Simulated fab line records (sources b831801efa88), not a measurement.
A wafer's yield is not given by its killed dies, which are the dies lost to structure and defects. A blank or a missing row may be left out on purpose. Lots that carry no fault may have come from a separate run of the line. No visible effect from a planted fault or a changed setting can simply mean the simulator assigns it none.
Which tool is to blame? / flow sky130 / 12 lots with 36 wafers sampled at 4 steps, on a route of 708 steps

## WHAT EACH GAUGE READ, for each wafer
SKY_POLY_GATE_CD_MEAS_22. Usual: 149.7 nm for cd_nm, sd 2.2.
lot=L403; measured=day 16 11:00; on=cd_sem-02; cd_nm (nm)=148.4 150.5 151.8; flag=
lot=L402; measured=day 16 12:42; on=cd_sem-02; cd_nm (nm)=152.4 152.5 148.3; flag=
lot=L405; measured=day 17 12:37; on=cd_sem-01; cd_nm (nm)=145.3 149.5 147.0; flag=
lot=L406; measured=day 18 07:14; on=cd_sem-02; cd_nm (nm)=150.5 151.4 147.9; flag=
lot=L408; measured=day 19 09:05; on=cd_sem-02; cd_nm (nm)=147.8 145.0 147.8; flag=
lot=L409; measured=day 19 12:55; on=cd_sem-01; cd_nm (nm)=146.3 145.9 147.4; flag=
lot=L417; measured=day 22 07:23; on=cd_sem-02; cd_nm (nm)=151.5 151.1 149.9; flag=
lot=L420; measured=day 23 01:47; on=cd_sem-02; cd_nm (nm)=152.6 151.0 153.1; flag=
lot=L421; measured=day 23 16:48; on=cd_sem-02; cd_nm (nm)=149.4 150.2 150.7; flag=
lot=L423; measured=day 24 02:31; on=cd_sem-01; cd_nm (nm)=150.5 146.7 152.7; flag=
lot=L424; measured=day 24 09:53; on=cd_sem-01; cd_nm (nm)=150.8 150.8 150.4; flag=
lot=L425; measured=day 25 00:06; on=cd_sem-01; cd_nm (nm)=147.8 150.8 150.4; flag=

SKY_LDD_P_TW_MEAS_11. Usual: LDD_P_TW typically reads 638, with standard deviation 4.8.
lot=L403; measured=day 18 23:37; on=film_metro-03; LDD_P_TW=640 637 639; flag=
lot=L402; measured=day 19 00:56; on=film_metro-03; LDD_P_TW=638 643 642; flag=
lot=L405; measured=day 20 01:43; on=film_metro-03; LDD_P_TW=640 641 636; flag=
lot=L406; measured=day 20 21:28; on=film_metro-01; LDD_P_TW=632 628 636; flag=
lot=L408; measured=day 21 22:52; on=film_metro-02; LDD_P_TW=627 625 624; flag=
lot=L409; measured=day 22 03:07; on=film_metro-03; LDD_P_TW=641 637 640; flag=
lot=L417; measured=day 24 21:11; on=film_metro-03; LDD_P_TW=640 637 642; flag=
lot=L420; measured=day 25 15:44; on=film_metro-01; LDD_P_TW=638 640 639; flag=
lot=L421; measured=day 26 05:10; on=film_metro-03; LDD_P_TW=642 640 640; flag=
lot=L423; measured=day 26 15:03; on=film_metro-03; LDD_P_TW=641 639 641; flag=
lot=L424; measured=day 26 21:42; on=film_metro-01; LDD_P_TW=637 637 636; flag=
lot=L425; measured=day 27 12:34; on=film_metro-02; LDD_P_TW=624 625 624; flag=

SKY_LDD_LDN_TW_MEAS_13. Usual: LDD_LDN_TW typically reads 1482, with standard deviation 15.
lot=L403; measured=day 22 19:21; on=film_metro-02; LDD_LDN_TW=1454 1462 1465; flag=
lot=L402; measured=day 22 20:57; on=film_metro-04; LDD_LDN_TW=1487 1486 1488; flag=
lot=L405; measured=day 23 21:38; on=film_metro-04; LDD_LDN_TW=1493 1488 1488; flag=
lot=L406; measured=day 24 16:44; on=film_metro-03; LDD_LDN_TW=1599 1597 1598; flag=OFF
lot=L408; measured=day 25 16:54; on=film_metro-03; LDD_LDN_TW=1502 1494 1490; flag=
lot=L409; measured=day 25 22:35; on=film_metro-04; LDD_LDN_TW=1590 1584 1584; flag=OFF
lot=L417; measured=day 28 13:23; on=film_metro-04; LDD_LDN_TW=1587 1593 1591; flag=OFF
lot=L420; measured=day 29 05:10; on=film_metro-03; LDD_LDN_TW=1484 1499 1484; flag=
lot=L421; measured=day 29 17:12; on=film_metro-04; LDD_LDN_TW=1480 1493 1489; flag=
lot=L423; measured=day 30 01:51; on=film_metro-04; LDD_LDN_TW=1482 1486 1492; flag=
lot=L424; measured=day 30 07:18; on=film_metro-03; LDD_LDN_TW=1481 1483 1483; flag=
lot=L425; measured=day 30 20:27; on=film_metro-04; LDD_LDN_TW=1484 1482 1490; flag=

## TOOL THAT RAN EACH LOT (tool first, then ch and the chambers of the sampled wafers, then the start)
lot=L403; SKY_LDD_LDN_IMPLANT_08=implanter-01 ch 0, day 22 18:41
lot=L402; SKY_LDD_LDN_IMPLANT_08=implanter-02 ch 0, day 22 20:15
lot=L405; SKY_LDD_LDN_IMPLANT_08=implanter-01 ch 0, day 23 20:57
lot=L406; SKY_LDD_LDN_IMPLANT_08=implanter-01 ch 0, day 24 15:44
lot=L408; SKY_LDD_LDN_IMPLANT_08=implanter-02 ch 0, day 25 16:14
lot=L409; SKY_LDD_LDN_IMPLANT_08=implanter-04 ch 0, day 25 21:35
lot=L417; SKY_LDD_LDN_IMPLANT_08=implanter-02 ch 0, day 28 12:25
lot=L420; SKY_LDD_LDN_IMPLANT_08=implanter-01 ch 0, day 29 04:30
lot=L421; SKY_LDD_LDN_IMPLANT_08=implanter-01 ch 0, day 29 16:32
lot=L423; SKY_LDD_LDN_IMPLANT_08=implanter-02 ch 0, day 30 01:09
lot=L424; SKY_LDD_LDN_IMPLANT_08=implanter-01 ch 0, day 30 06:36
lot=L425; SKY_LDD_LDN_IMPLANT_08=implanter-04 ch 0, day 30 19:47
- SKY_LDD_LDN_IMPLANT_08

## WHAT THE TOOLS THEMSELVES READ (means of the sampled wafers that have a number; where no wafer has one, the mark that the record gives instead)
SKY_LDD_LDN_IMPLANT_08. Usual: 5.1e-06 Torr for end_station_pressure_torr, sd 2.5e-07.
lot=L403; tool=implanter-01; end_station_pressure_torr (Torr)=5.1e-06; flag=
lot=L402; tool=implanter-02; end_station_pressure_torr (Torr)=5.0e-06; flag=
lot=L405; tool=implanter-01; end_station_pressure_torr (Torr)=4.9e-06; flag=
lot=L406; tool=implanter-01; end_station_pressure_torr (Torr)=5.1e-06; flag=
lot=L408; tool=implanter-02; end_station_pressure_torr (Torr)=5.1e-06; flag=
lot=L409; tool=implanter-04; end_station_pressure_torr (Torr)=5.2e-06; flag=
lot=L417; tool=implanter-02; end_station_pressure_torr (Torr)=5.0e-06; flag=
lot=L420; tool=implanter-01; end_station_pressure_torr (Torr)=5.1e-06; flag=
lot=L421; tool=implanter-01; end_station_pressure_torr (Torr)=5.0e-06; flag=
lot=L423; tool=implanter-02; end_station_pressure_torr (Torr)=5.1e-06; flag=
lot=L424; tool=implanter-01; end_station_pressure_torr (Torr)=5.2e-06; flag=
lot=L425; tool=implanter-04; end_station_pressure_torr (Torr)=5.0e-06; flag=

## THE ANSWER, worked out from the rows above alone
Rule: lot off if the mean of its wafers having a number is beyond 3 standard deviations from the usual mean. Also off: a lot with no number at a reading for which 4 or more lots have one. Where the step has rows for the other lots, those lots are counted as sound. The gauges are gone through in route order, then the tools' own readings, and for those a lot's mean is taken as printed above. At the first step where some lot is off, the reading lying furthest off is the one used; lots without a number count as furthest.
Off: L406, L409, L417, seen at SKY_LDD_LDN_TW_MEAS_13 (LDD_LDN_TW).
A tool fits if, at a process step before that reading, it ran every lot that is off, and no sound lot after the first of them. The gauges at SKY_LDD_LDN_TW_MEAS_13 are tried like those tools. No candidate that was tried fits.

## WHAT THE SIMULATOR PUT IN
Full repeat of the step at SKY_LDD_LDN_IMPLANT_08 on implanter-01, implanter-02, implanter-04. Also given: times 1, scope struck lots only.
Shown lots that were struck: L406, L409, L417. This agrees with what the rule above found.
